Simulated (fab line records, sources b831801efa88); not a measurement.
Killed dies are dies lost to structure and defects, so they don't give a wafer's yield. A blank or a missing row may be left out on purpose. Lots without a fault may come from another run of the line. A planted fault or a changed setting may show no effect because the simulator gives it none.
Which tool did it? | flow sky130 | 14 lots, 39 wafers sampled, at 5 steps of a route of 708

WHAT THE GAUGES READ, wafer by wafer
SKY_SONOS_TUNNEL_TW_MEAS_12.
lot  | measured     | on            | SONOS_TUNNEL_TW
L237 | day 11 23:59 | film_metro-03 | 198.1 199.3 199.3
L239 | day 12 08:50 | film_metro-01 | 196.5 195.1 194.9
L240 | day 12 09:53 | film_metro-01 | 197.5 195.6 196.6
L241 | day 12 19:04 | film_metro-03 | 197.9
L242 | day 12 20:09 | film_metro-02 | 196.1 197.5 196.4
L243 | day 13 09:40 | film_metro-03 | 197.6 198.2
L245 | day 13 23:41 | film_metro-02 | 195.7 195.3 194.8
L251 | day 15 23:29 | film_metro-03 | 197.5 198.4 198.1
L252 | day 16 09:46 | film_metro-03 | 197.2 197.5 198.0
L255 | day 17 04:50 | film_metro-02 | 197.4 197.6 195.8
L257 | day 17 23:41 | film_metro-02 | 196.8 197.6 196.9
L258 | day 18 07:14 | film_metro-02 | 192.5 194.0 195.0
L260 | day 18 18:09 | film_metro-01 | 197.3 198.5 197.0
L259 | day 18 18:14 | film_metro-02 | 194.2 193.8 192.9

SKY_GATE_OXIDE_TW_MEAS_14.
lot  | measured     | on            | GATE_OXIDE_TW
L237 | day 14 13:40 | film_metro-03 | 223.8 224.9 226.1
L239 | day 14 17:39 | film_metro-03 | 224.9 225.0 223.8
L240 | day 14 20:44 | film_metro-02 | 221.2 220.6 221.4
L241 | day 15 07:06 | film_metro-02 | 222.4
L242 | day 15 06:46 | film_metro-03 | 223.3 224.8 224.0
L243 | day 16 00:56 | film_metro-02 | 223.6 224.2
L245 | day 16 15:19 | film_metro-03 | 224.7 224.8 225.2
L251 | day 18 22:37 | film_metro-03 | 224.5 225.6 225.5
L252 | day 19 09:13 | film_metro-03 | 224.8 225.0 225.9
L255 | day 20 06:38 | film_metro-02 | 220.4 222.2 222.1
L257 | day 20 21:26 | film_metro-03 | 224.7 223.7 225.3
L258 | day 21 09:26 | film_metro-02 | 222.7 221.9 221.0
L260 | day 21 15:58 | film_metro-02 | 221.5 222.3 223.7
L259 | day 21 17:11 | film_metro-02 | 221.5 223.5 221.0

SKY_POLY_GATE_THK_MEAS_01.
lot  | measured     | on            | POLY_GATE_CVD_00_THK (nm)
L237 | day 14 18:16 | film_metro-03 | 178.4 177.7 180.4
L239 | day 15 00:18 | film_metro-03 | 177.5 178.1 178.2
L240 | day 15 00:17 | film_metro-01 | 176.2 178.1 177.3
L241 | day 15 11:07 | film_metro-03 | 179.4
L242 | day 15 09:54 | film_metro-01 | 177.5 176.1 177.0
L243 | day 16 11:59 | film_metro-03 | 177.1 178.8
L245 | day 16 20:41 | film_metro-03 | 180.1 179.2 182.2
L251 | day 19 03:02 | film_metro-01 | 181.2 180.4 181.0
L252 | day 19 12:16 | film_metro-01 | 183.4 183.9 182.5
L255 | day 20 10:43 | film_metro-03 | 179.7 178.6 180.5
L257 | day 21 00:17 | film_metro-01 | 179.6 181.9 181.5
L258 | day 21 12:17 | film_metro-01 | 180.4 179.8 180.4
L260 | day 21 18:49 | film_metro-01 | 178.0 177.7 177.0
L259 | day 21 20:57 | film_metro-03 | 183.3 182.4 182.0

SKY_POLY_GATE_CD_MEAS_13: target cd 150 nm.
lot  | measured     | on        | cd_nm (nm)
L237 | day 17 01:53 | cd_sem-02 | 149.2 148.3 149.5
L239 | day 17 08:09 | cd_sem-01 | 149.5 150.8 149.3
L240 | day 17 09:56 | cd_sem-01 | 148.9 149.2 150.0
L241 | day 17 21:07 | cd_sem-02 | 137.4 137.8
L242 | day 17 19:23 | cd_sem-02 | 146.4 148.4 146.8
L243 | day 19 01:52 | cd_sem-01 | 148.2 134.9 148.6 134.8
L245 | day 19 11:44 | cd_sem-01 | 149.5 136.4 149.0 149.5 135.9 148.9
L251 | day 21 17:59 | cd_sem-01 | 149.8 149.7 150.9
L252 | day 22 05:44 | cd_sem-02 | 152.0 151.1 151.3
L255 | day 23 00:44 | cd_sem-01 | 151.0 152.7 152.3
L257 | day 23 14:39 | cd_sem-01 | 148.5 148.7 148.4
L258 | day 24 03:05 | cd_sem-01 | 149.2 151.0 151.4
L260 | day 24 08:08 | cd_sem-02 | 148.4 149.3 147.8
L259 | day 24 11:38 | cd_sem-02 | 150.4 150.5 151.3

WHICH TOOL RAN EACH LOT (tool, then ch and the chambers of the sampled wafers, then the start)
lot  | SKY_POLY_GATE_EXPOSE_10
L237 | krf_scanner-02 ch 0, day 16 12:06
L239 | krf_scanner-01 ch 0, day 16 18:33
L240 | krf_scanner-02 ch 0, day 16 20:13
L241 | krf_scanner-02 ch 0, day 17 07:34
L242 | krf_scanner-02 ch 0, day 17 05:25
L243 | krf_scanner-02 ch 0, day 18 10:50
L245 | krf_scanner-02 ch 0, day 18 20:44
L251 | krf_scanner-02 ch 0, day 21 03:17
L252 | krf_scanner-01 ch 0, day 21 14:31
L255 | krf_scanner-02 ch 0, day 22 09:25
L257 | krf_scanner-01 ch 0, day 23 00:35
L258 | krf_scanner-02 ch 0, day 23 12:08
L260 | krf_scanner-01 ch 0, day 23 17:16
L259 | krf_scanner-01 ch 0, day 23 20:59
- SKY_POLY_GATE_EXPOSE_10: exposes mask P1M, target cd 150 nm.

WHAT THE TOOLS THEMSELVES READ (means of the sampled wafers that have a number; where no wafer has one, the mark that the record gives instead)
The record holds no such reading with a usual standard deviation.

THE ANSWER, worked out from the rows above alone
Rule: what is usual is taken from the lots themselves. Put in order of their means at a reading, lots are off if they are a third of the lots or fewer, leave a main group of 4 or more, and stand apart from it by a gap of 3 or more times the standard deviation of the main group's means; of several such gaps the widest counts. A main group whose means are all the same, to the digits that the tables above print for the reading, isn't used. A lot without any number at a reading at which 4 lots or more have one is off too. The other lots that the step has rows for count as sound. The gauges are gone through in route order, then the tools' own readings, and for those a lot's mean is taken as printed above. The first step at which some lot is off is used, and at that step the reading that is off furthest; a lot without a number counts as furthest.
No lot is off at any reading shown: from this, nothing can be told.

WHAT THE SIMULATOR HAD PUT IN
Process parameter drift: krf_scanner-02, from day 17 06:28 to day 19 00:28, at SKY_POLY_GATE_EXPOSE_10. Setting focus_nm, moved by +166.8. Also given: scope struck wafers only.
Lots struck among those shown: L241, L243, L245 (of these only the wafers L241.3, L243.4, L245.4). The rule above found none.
